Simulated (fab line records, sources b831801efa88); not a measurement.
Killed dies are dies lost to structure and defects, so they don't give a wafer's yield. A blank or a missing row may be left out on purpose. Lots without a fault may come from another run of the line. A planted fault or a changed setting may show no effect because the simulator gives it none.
A struck lot beside a sound one | flow sky130 | 28 steps out of a route of 708
Sound: wafers L179.1, L179.2, L179.5. Struck: wafer L190.4. (L190.1, L190.2 of the same lot were not struck and are left out.) The cause comes at the end.
At each step with rows: each side's tool, then ch and its chambers, then its first start. Under that, the readings that differ: sound wafers | struck wafers | difference of the means | sigmas: that difference in standard deviations of wafers without a fault.
alike: readings whose means differ by less than 2 such deviations, and words and numbers that are the same on both sides. not compared: withheld readings, readings that some wafer has no value for, bounds like >300 that may hide the same value, and numbers for which the record gives no deviation and whose values overlap.
The two part at a step that has a row with sigmas, a row that says differs or no value, or rows on one side only. Numbers that don't overlap but have no deviation are shown without sigmas and don't part them. A reading that every wafer of one side lacks parts them only if that side has two wafers or more.

first, 1 step without rows for these wafers: SKY_VIA4_ETCH_12 (etches SiO2 in C4F8/O2/Ar, stops on TiN, target depth 580 nm).
SKY_VIA4_STRIP_13: strips in O2/N2.
  sound on plasma_asher-04 ch 0,1, day 44 20:13; struck on plasma_asher-02 ch 1, day 46 14:39
  reading                     | sound       | struck | difference | sigmas
  drypump_motor_current_A (A) | 6.1 5.6 5.7 | 5.1    | -0.7       | -2
  alike: oes_product_au, strip_time_to_endpoint_s
  not compared: rf_hours_counter_h
then, 3 steps without rows for these wafers: SKY_VIA4_STRIP_14 (strips in post etch residue remover, time 1200 s); SKY_VIA4_CLEAN_15 (cleans in IPA, time 180 s); SKY_VIA4_CLEAN_16 (cleans in O3/DIW).
SKY_VIA4_SPUTTER_17: material TiN, target thk 20 nm, time 80 s.
  sound on pvd_sputter-03, day 44 20:48; struck on pvd_sputter-04, day 46 15:17
  alike: throttle_valve_pct
SKY_VIA4_CVD_18: deposits W, target thk 505 nm, time 152.14 s.
  sound on cvd_w-01 ch 0,1, day 44 20:52; struck on cvd_w-01 ch 1, day 46 15:20
  alike: heater_power_w
SKY_VIA4_RS_MEAS_19: measures by four-point-probe.
  sound on film_metro-04, day 44 21:01; struck on film_metro-04, day 46 15:29
  alike: VIA4_W_RS
SKY_VIA4_THK_MEAS_20: measures by xrf.
  sound on film_metro-04, day 44 21:08; struck on film_metro-04, day 46 15:37
  alike: VIA4_W_THK
SKY_VIA4_CMP_21: polishes, stops on SiO2, t overpolish 25 s, target thk 0 nm.
  sound on cmp-01 ch 0,3, day 44 21:14; struck on cmp-01 ch 1, day 46 15:40
  reading              | sound                | struck | difference | sigmas
  overpolish_run_s (s) | 24.993 24.999 24.995 | 25.013 | +0.017     | +2
  alike: head_pressure_psi, motor_current_A, slurry_flow_ml_min, time_to_endpoint_s
SKY_METAL5_SPUTTER_00: material Ti, target thk 15 nm, time 10 s.
  sound on pvd_sputter-02, day 44 21:29; struck on pvd_sputter-02, day 46 15:58
  alike: throttle_valve_pct
then, 1 step without rows for these wafers: SKY_METAL5_SPUTTER_01 (material TiN, target thk 20 nm, time 16.7 s).
SKY_METAL5_SPUTTER_02: material AlCu, target thk 1150 nm, time 61.2 s.
  sound on pvd_sputter-02, day 44 21:32; struck on pvd_sputter-02, day 46 16:01
  reading                                     | sound          | struck | difference | sigmas
  throttle_valve_pct (%)                      | 30.1 30.9 29.9 | 28.6   | -1.7       | -2
  model.AlCu_of_METAL5_SPUTTER_02.thk_nm (nm) | 1143 1149 1137 | 1482   | +339       |
then, 2 steps without rows for these wafers: SKY_METAL5_SPUTTER_03 (material Ti, target thk 5 nm, time 3.3 s); SKY_METAL5_SPUTTER_04 (material TiN, target thk 70 nm, time 58.3 s).
SKY_METAL5_RS_MEAS_05: measures by four-point-probe.
  sound on film_metro-02, day 44 21:40; struck on film_metro-03, day 46 16:08
  reading                 | sound                  | struck  | difference | sigmas
  METAL5_ALCU_RS (ohm/sq) | 0.02722 0.0271 0.02741 | 0.02098 | -0.00626   | -33
SKY_METAL5_THK_MEAS_06: measures by xrf.
  sound on film_metro-02, day 44 21:47; struck on film_metro-03, day 46 16:16
  reading              | sound          | struck | difference | sigmas
  METAL5_ALCU_THK (nm) | 1151 1148 1141 | 1502   | +355       | +32
then, 8 steps without rows for these wafers: SKY_METAL5_DEHYDRATE_07 (time 60 s); SKY_METAL5_HMDS_08 (prime time 60 s); SKY_METAL5_COAT_09 (resist thk 1800 nm); SKY_METAL5_SOFTBAKE_10 (time 60 s); SKY_METAL5_EXPOSE_11 (exposes mask MM5, target cd 1600 nm); SKY_METAL5_PEB_12; SKY_METAL5_DEVELOP_13 (develop time 60 s); SKY_METAL5_DESCUM_14 (chemistry O2, time 11 s).
SKY_METAL5_METAL_ETCH_15: etches the open film in Cl2/BCl3, stops on SiO2, target depth 1260 nm, time 252 s.
  sound on rie_metal-03 ch 0,1, day 45 18:47; struck on rie_metal-03 ch 1, day 47 11:34
  reading               | sound             | struck | difference | sigmas
  oes_product_au (a.u.) | 0.885 0.891 0.901 | 1.001  | +0.109     | +21
  alike: drypump_motor_current_A, throttle_valve_pct
  not compared: rf_hours_counter_h
then, 1 step without rows for these wafers: SKY_METAL5_STRIP_16 (strips in O2/N2).
SKY_PAD_OPEN_PROBE_99:
  sound on prober-01, day 47 14:51; struck on prober-01, day 49 05:28
  reading                  | sound          | struck | difference | sigmas
  defect_limited_yield (%) | 83.5 82.9 83.7 | 22.8   | -60.6      | -32
  killed_at_M4_up          | 2 2 7          | 311    | +307       | +99 or more
  killed_dies              | 81 84 80       | 380    | +298       | +32
  killed_on_rim            | 10 19 21       | 75     | +58        | +14
  sort_bin_5_function (%)  | 9.1 8.9 10.0   | 72.2   | +62.9      | +45
  sort_n_pass              | 411 408 412    | 112    | -298       | -32
  sort_yield_pct (%)       | 83.5 82.9 83.7 | 22.8   | -60.6      | -32
  alike: killed_at_M0_to_M3, killed_at_contacts, killed_at_front_end, killed_at_other, killed_open, killed_short, sort_bin_3_pad_short, sort_bin_6_memory

WHERE THEY PART
First at SKY_VIA4_STRIP_13; last, within this record, at SKY_PAD_OPEN_PROBE_99.

WHY: what the simulator had put in
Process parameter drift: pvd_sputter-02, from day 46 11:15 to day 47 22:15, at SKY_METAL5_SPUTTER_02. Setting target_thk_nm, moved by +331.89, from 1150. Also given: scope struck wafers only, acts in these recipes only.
